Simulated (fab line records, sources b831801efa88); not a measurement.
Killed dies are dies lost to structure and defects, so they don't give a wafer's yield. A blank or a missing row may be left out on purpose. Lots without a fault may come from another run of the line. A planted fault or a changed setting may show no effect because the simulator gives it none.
Which tool did it? | flow sky130 | 12 lots, 34 wafers sampled, at 6 steps of a route of 708

WHAT THE GAUGES READ, wafer by wafer
SKY_METAL2_CD_MEAS_15: target cd 140 nm. Usual: cd_nm 140.1 nm, standard deviation 1.6.
lot  | measured     | on        | cd_nm (nm)        | flag
L630 | day 35 11:07 | cd_sem-02 | 141.2 141.4 139.7 |
L631 | day 35 19:05 | cd_sem-01 | 138.0 138.3 138.6 |
L632 | day 36 00:15 | cd_sem-01 | 141.7 140.8 142.2 |
L633 | day 36 21:43 | cd_sem-02 | 141.1 140.7 141.1 |
L634 | day 37 19:23 | cd_sem-01 | 137.6 138.8 138.4 |
L636 | day 38 01:47 | cd_sem-01 | 139.7 137.6 141.2 |
L635 | day 38 04:09 | cd_sem-02 | 137.5 137.6 136.5 |
L639 | day 38 21:51 | cd_sem-01 | 140.8             |
L645 | day 40 06:49 | cd_sem-01 | 140.6 140.6 139.8 |
L648 | day 41 01:21 | cd_sem-01 | 139.5 139.9 140.2 |
L650 | day 41 07:47 | cd_sem-02 | 138.4 137.5 137.9 |
L652 | day 42 02:49 | cd_sem-01 | 141.7 142.9 142.4 |

SKY_VIA2_RS_MEAS_22: measures by four-point-probe. Usual: VIA2_W_RS 0.2741 ohm/sq, standard deviation 0.0026.
lot  | measured     | on            | VIA2_W_RS (ohm/sq)   | flag
L630 | day 36 16:28 | film_metro-04 | 0.2733 0.2727 0.2694 |
L631 | day 37 00:43 | film_metro-02 | 0.2758 0.2764 0.2793 |
L632 | day 37 04:47 | film_metro-01 | 0.2716 0.2694 0.2704 |
L633 | day 38 00:41 | film_metro-02 | 0.2726 0.2755 0.2739 |
L634 | day 39 00:32 | film_metro-04 | 0.2741 0.2772 0.2746 |
L636 | day 39 06:26 | film_metro-02 | 0.2734 0.2730 0.2715 |
L635 | day 39 09:02 | film_metro-01 | 0.2736 0.2729 0.2737 |
L639 | day 40 03:19 | film_metro-02 | 0.2732               |
L645 | day 41 09:11 | film_metro-04 | 0.2723 0.2738 0.2742 |
L648 | day 42 04:30 | film_metro-01 | 0.2769 0.2770 0.2781 |
L650 | day 42 09:17 | film_metro-02 | 0.2742 0.2733 0.2774 |
L652 | day 43 05:47 | film_metro-02 | 0.2695 0.2772 0.2704 |

SKY_CAPM_RS_MEAS_03: measures by four-point-probe. Usual: CAPM_TIN_RS 6.92 ohm/sq, standard deviation 0.08.
lot  | measured     | on            | CAPM_TIN_RS (ohm/sq) | flag
L630 | day 36 17:17 | film_metro-01 | 6.94 6.93 6.89       |
L631 | day 37 01:32 | film_metro-03 | 6.83 6.91 6.78       |
L632 | day 37 05:37 | film_metro-01 | 6.73 6.93 6.80       |
L633 | day 38 01:31 | film_metro-02 | 6.86 6.84 6.85       |
L634 | day 39 01:38 | film_metro-02 | 6.95 6.96 6.96       |
L636 | day 39 07:15 | film_metro-01 | 6.94 6.89 7.01       |
L635 | day 39 09:52 | film_metro-01 | 6.87 6.97 6.90       |
L639 | day 40 04:09 | film_metro-02 | 6.61                 | OFF
L645 | day 41 10:01 | film_metro-02 | 6.95 6.83 6.90       |
L648 | day 42 05:19 | film_metro-01 | 6.95 7.06 6.95       |
L650 | day 42 10:06 | film_metro-02 | 6.75 6.82 6.75       |
L652 | day 43 06:57 | film_metro-02 | 6.81 6.83 6.96       |

SKY_CAPM_THK_MEAS_04: measures by xrf. Usual: CAPM_TIN_THK 198.0 nm, standard deviation 2.2.
lot  | measured     | on            | CAPM_TIN_THK (nm) | flag
L630 | day 36 17:23 | film_metro-01 | 197.5 198.5 199.1 |
L631 | day 37 01:40 | film_metro-03 | 200.7 198.6 201.3 |
L632 | day 37 05:44 | film_metro-01 | 202.0 197.3 202.4 |
L633 | day 38 01:38 | film_metro-02 | 200.7 201.0 201.0 |
L634 | day 39 01:45 | film_metro-02 | 196.0 197.9 195.9 |
L636 | day 39 07:22 | film_metro-01 | 197.3 199.9 196.1 |
L635 | day 39 09:58 | film_metro-01 | 200.5 196.4 198.9 |
L639 | day 40 04:16 | film_metro-02 | 207.7             | OFF
L645 | day 41 10:08 | film_metro-02 | 196.8 200.9 197.9 |
L648 | day 42 05:26 | film_metro-01 | 197.2 193.9 198.1 |
L650 | day 42 10:13 | film_metro-02 | 202.7 200.4 201.1 |
L652 | day 43 07:04 | film_metro-02 | 201.1 200.5 197.7 |

WHICH TOOL RAN EACH LOT (tool, then ch and the chambers of the sampled wafers, then the start)
lot  | SKY_VIA2_ETCH_14                   | SKY_CAPM_SPUTTER_02
L630 | rie_diel-04 ch 0,2,3, day 36 15:29 | pvd_sputter-02, day 36 17:08
L631 | rie_diel-01 ch 2,3, day 36 23:47   | pvd_sputter-04, day 37 01:26
L632 | rie_diel-02 ch 0,3, day 37 03:50   | pvd_sputter-01, day 37 05:29
L633 | rie_diel-01 ch 0,1,3, day 37 23:44 | pvd_sputter-02, day 38 01:24
L634 | rie_diel-01 ch 0,1, day 38 23:17   | pvd_sputter-02, day 39 01:31
L636 | rie_diel-04 ch 1,2,3, day 39 05:32 | pvd_sputter-01, day 39 07:08
L635 | rie_diel-02 ch 0,1, day 39 08:05   | pvd_sputter-02, day 39 09:44
L639 | rie_diel-04 ch 1, day 40 02:20     | pvd_sputter-02, day 40 04:01
L645 | rie_diel-04 ch 1,2,3, day 41 08:17 | pvd_sputter-01, day 41 09:54
L648 | rie_diel-02 ch 0,2, day 42 03:35   | pvd_sputter-04, day 42 05:11
L650 | rie_diel-02 ch 0,1,3, day 42 08:23 | pvd_sputter-01, day 42 09:59
L652 | rie_diel-01 ch 1,2,3, day 43 04:53 | pvd_sputter-04, day 43 06:50
- SKY_VIA2_ETCH_14: etches BARC in N2/H2, stops on SiO2, time 45.9 s, target depth 60 nm.
- SKY_CAPM_SPUTTER_02: material TiN, target thk 200 nm, time 166.7 s.

WHAT THE TOOLS THEMSELVES READ (means of the sampled wafers that have a number; where no wafer has one, the mark that the record gives instead)
SKY_VIA2_ETCH_14. Usual: drypump_motor_current_A 5.7 A, standard deviation 0.56; oes_product_au 0.854 a.u., standard deviation 0.0045; throttle_valve_pct 13.224 %, standard deviation 0.0096.
lot  | tool        | drypump_motor_current_A (A) | oes_product_au (a.u.) | throttle_valve_pct (%) | flag
L630 | rie_diel-04 | 5.1                         | 0.851                 | 13.227                 |
L631 | rie_diel-01 | 5.8                         | 0.855                 | 13.230                 |
L632 | rie_diel-02 | 6.5                         | 0.856                 | 13.231                 |
L633 | rie_diel-01 | 5.5                         | 0.853                 | 13.226                 |
L634 | rie_diel-01 | 5.4                         | 0.851                 | 13.221                 |
L636 | rie_diel-04 | 5.5                         | 0.850                 | 13.230                 |
L635 | rie_diel-02 | 6.1                         | 0.854                 | 13.217                 |
L639 | rie_diel-04 | 6.3                         | 0.864                 | 13.235                 |
L645 | rie_diel-04 | 5.5                         | 0.853                 | 13.221                 |
L648 | rie_diel-02 | 5.8                         | 0.856                 | 13.220                 |
L650 | rie_diel-02 | 6.2                         | 0.855                 | 13.217                 |
L652 | rie_diel-01 | 5.7                         | 0.855                 | 13.213                 |

SKY_CAPM_SPUTTER_02. Usual: chamber_pressure_pa 0.4000 Pa, standard deviation 0.00082; throttle_valve_pct 30.4 %, standard deviation 1.4.
lot  | tool           | chamber_pressure_pa (Pa) | throttle_valve_pct (%) | flag
L630 | pvd_sputter-02 | 0.3991                   | 29.8                   |
L631 | pvd_sputter-04 | 0.4006                   | 31.6                   |
L632 | pvd_sputter-01 | 0.4007                   | 30.3                   |
L633 | pvd_sputter-02 | 0.4010                   | 29.7                   |
L634 | pvd_sputter-02 | 0.3993                   | 30.4                   |
L636 | pvd_sputter-01 | 0.4007                   | 29.3                   |
L635 | pvd_sputter-02 | 0.3999                   | 31.4                   |
L639 | pvd_sputter-02 | 0.4007                   | 28.8                   |
L645 | pvd_sputter-01 | 0.4002                   | 29.4                   |
L648 | pvd_sputter-04 | 0.3997                   | 31.1                   |
L650 | pvd_sputter-01 | 0.3994                   | 29.7                   |
L652 | pvd_sputter-04 | 0.3998                   | 31.3                   |

THE ANSWER, worked out from the rows above alone
Rule: a lot is off if the mean of its wafers that have a number lies more than 3 standard deviations from the usual mean. A lot without any number at a reading at which 4 lots or more have one is off too. The other lots that the step has rows for count as sound. The gauges are gone through in route order, then the tools' own readings, and for those a lot's mean is taken as printed above. The first step at which some lot is off is used, and at that step the reading that is off furthest; a lot without a number counts as furthest.
Off: L639, at SKY_CAPM_RS_MEAS_03 (CAPM_TIN_RS).
A tool fits if, at a process step before that reading, it ran every lot that is off, and no sound lot after the first of them. The gauges at SKY_CAPM_RS_MEAS_03 are tried like those tools. One fits: pvd_sputter-02 at SKY_CAPM_SPUTTER_02. Its last sound lot is L635 (day 39 09:44), its first lot that is off L639 (day 40 04:01): a fault that began between those two fits.

WHAT THE SIMULATOR HAD PUT IN
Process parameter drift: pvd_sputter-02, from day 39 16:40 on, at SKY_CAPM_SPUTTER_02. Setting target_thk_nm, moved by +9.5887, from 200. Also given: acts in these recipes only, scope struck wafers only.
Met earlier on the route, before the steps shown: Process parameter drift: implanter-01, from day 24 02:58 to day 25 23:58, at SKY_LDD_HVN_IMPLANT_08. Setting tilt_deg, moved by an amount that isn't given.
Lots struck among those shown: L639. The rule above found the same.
